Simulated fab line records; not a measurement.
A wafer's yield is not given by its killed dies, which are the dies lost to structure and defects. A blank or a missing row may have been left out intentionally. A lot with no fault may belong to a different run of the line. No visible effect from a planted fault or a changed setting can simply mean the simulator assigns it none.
Which of the tools did it?	flow sky130	11 lots with 31 wafers sampled at 4 steps, on a route of 708 steps

== WHAT EACH GAUGE READ, for each wafer ==
SKY_VIA4_THK_MEAS_01. Usual: for VIA4_HDPCVD_THK the level is 1757 nm and the standard deviation is 15.
lot	measured	on	VIA4_HDPCVD_THK (nm)	flag
L610	day 42 06:23	film-metro-01	1738 1756 1746	
L611	day 42 06:59	film-metro-02	1752 1745 1742	
L614	day 42 16:14	film-metro-01	1759 1756 1722	
L615	day 43 08:49	film-metro-02	1740 1880 1886	OFF
L616	day 43 13:14	film-metro-01	1921 1929	OFF
L618	day 43 21:49	film-metro-03	1921 1780	OFF
L629	day 46 19:55	film-metro-03	1765 1758 1761	
L630	day 46 20:37	film-metro-01	1762 1752 1755	
L631	day 47 08:57	film-metro-01	1760 1745 1766	
L632	day 47 12:03	film-metro-01	1748 1770 1759	
L633	day 47 17:42	film-metro-02	1764 1769 1751	

== TOOL THAT RAN EACH LOT (tool first, then ch and the chambers of the sampled wafers, then the start) ==
lot	SKY_CAP2M_SPUTTER_02	SKY_CAP2M_STRIP_14	SKY_VIA4_HDPCVD_00
L610	pvd-sputter-04, day 40 03:59	plasma-asher-01 ch 0,1, day 41 04:23	hdpcvd-01 ch 0,1,2, day 42 06:13
L611	pvd-sputter-02, day 40 05:17	plasma-asher-03 ch 1, day 41 05:20	hdpcvd-01 ch 1,2, day 42 06:48
L614	pvd-sputter-02, day 40 15:56	plasma-asher-01 ch 0, day 41 15:25	hdpcvd-01 ch 1,2, day 42 16:03
L615	pvd-sputter-02, day 41 08:07	plasma-asher-04 ch 0,1, day 42 07:58	hdpcvd-01 ch 0,2, day 43 08:38
L616	pvd-sputter-04, day 41 12:34	plasma-asher-03 ch 0,1, day 42 12:31	hdpcvd-01 ch 0,2, day 43 13:03
L618	pvd-sputter-04, day 41 22:25	plasma-asher-04 ch 1, day 42 21:29	hdpcvd-01 ch 0,1, day 43 21:37
L629	pvd-sputter-04, day 45 00:29	plasma-asher-04 ch 0,1, day 45 21:53	hdpcvd-01 ch 1,2, day 46 19:43
L630	pvd-sputter-03, day 45 00:35	plasma-asher-03 ch 0,1, day 45 22:10	hdpcvd-01 ch 0,1,2, day 46 20:26
L631	pvd-sputter-04, day 45 13:29	plasma-asher-01 ch 0,1, day 46 10:55	hdpcvd-01 ch 1,2, day 47 08:45
L632	pvd-sputter-04, day 45 17:20	plasma-asher-03 ch 0,1, day 46 13:43	hdpcvd-01 ch 0,1,2, day 47 11:52
L633	pvd-sputter-02, day 45 23:26	plasma-asher-01 ch 0,1, day 46 20:07	hdpcvd-01 ch 1,2, day 47 17:31
- SKY_CAP2M_SPUTTER_02: material TiN, target thk 200 nm, time 166.7 s.
- SKY_CAP2M_STRIP_14: strips in O2/N2.
- SKY_VIA4_HDPCVD_00: deposits SiO2, target thk 1750 nm, time 291.7 s.

== WHAT THE TOOLS THEMSELVES READ (means of the sampled wafers that have a number; where no wafer has one, the mark that the record gives instead) ==
SKY_CAP2M_SPUTTER_02. Usual: 29.7 % for throttle-valve-pct, sd 1.1.
lot	tool	throttle-valve-pct (%)	flag
L610	pvd-sputter-04	30.2	
L611	pvd-sputter-02	28.6	
L614	pvd-sputter-02	28.8	
L615	pvd-sputter-02	28.7	
L616	pvd-sputter-04	29.4	
L618	pvd-sputter-04	30.4	
L629	pvd-sputter-04	30.6	
L630	pvd-sputter-03	29.3	
L631	pvd-sputter-04	29.6	
L632	pvd-sputter-04	30.3	
L633	pvd-sputter-02	28.6	

SKY_CAP2M_STRIP_14. Usual: drypump-motor-current-A 5.58 A, standard deviation 0.25; oes-product-au 0.711 a.u., standard deviation 0.0047; strip-time-to-endpoint-s 12.69 s, standard deviation 0.04.
lot	tool	drypump-motor-current-A (A)	oes-product-au (a.u.)	strip-time-to-endpoint-s (s)	flag
L610	plasma-asher-01	5.68	0.712	12.71	
L611	plasma-asher-03	5.20	0.710	12.67	
L614	plasma-asher-01	5.33	0.713	12.66	
L615	plasma-asher-04	5.74	0.709	12.66	
L616	plasma-asher-03	5.29	0.710	12.67	
L618	plasma-asher-04	5.86	0.708	12.75	
L629	plasma-asher-04	5.79	0.712	12.70	
L630	plasma-asher-03	5.25	0.709	12.61	
L631	plasma-asher-01	5.50	0.713	12.67	
L632	plasma-asher-03	5.34	0.709	12.67	
L633	plasma-asher-01	5.66	0.712	12.76	

SKY_VIA4_HDPCVD_00. Usual: pressure-mtorr 5.999 mTorr, standard deviation 0.011; run-length-s 319.7 s, standard deviation 0.75; sih4-flow-sccm 59.99 sccm, standard deviation 0.16.
lot	tool	pressure-mtorr (mTorr)	run-length-s (s)	sih4-flow-sccm (sccm)	flag
L610	hdpcvd-01	5.998	319.7	60.14	
L611	hdpcvd-01	5.996	320.1	59.90	
L614	hdpcvd-01	6.007	319.1	59.96	
L615	hdpcvd-01	6.011	337.4	60.00	OFF
L616	hdpcvd-01	6.006	346.3	60.09	OFF
L618	hdpcvd-01	6.000	332.5	59.89	OFF
L629	hdpcvd-01	5.993	319.7	59.91	
L630	hdpcvd-01	5.989	319.6	59.96	
L631	hdpcvd-01	5.997	319.4	59.92	
L632	hdpcvd-01	5.998	319.9	59.99	
L633	hdpcvd-01	5.992	319.8	59.94	

== THE ANSWER, worked out from the rows above alone ==
Rule: take the mean of a lot's wafers that have a number; if it is more than 3 standard deviations from the usual mean, the lot is off. Also off: a lot with no number at a reading for which 4 or more lots have one. All remaining lots with rows at the step are treated as sound. First the gauges in route order, then the tools' own readings, where a lot's mean is used as printed above. At the first step where some lot is off, the reading lying furthest off is the one used; lots without a number count as furthest.
Off: L615, L616, L618, at SKY_VIA4_THK_MEAS_01 (VIA4_HDPCVD_THK).
If a tool, at a process step before that reading, ran all the lots that are off and no sound lot after the first of them, it fits. The gauges at SKY_VIA4_THK_MEAS_01 aren't tried: what is off there is off at SKY_VIA4_HDPCVD_00 too, on other tools, and a gauge's error can't cause that. None of those tried fits.

== WHAT THE SIMULATOR PUT IN ==
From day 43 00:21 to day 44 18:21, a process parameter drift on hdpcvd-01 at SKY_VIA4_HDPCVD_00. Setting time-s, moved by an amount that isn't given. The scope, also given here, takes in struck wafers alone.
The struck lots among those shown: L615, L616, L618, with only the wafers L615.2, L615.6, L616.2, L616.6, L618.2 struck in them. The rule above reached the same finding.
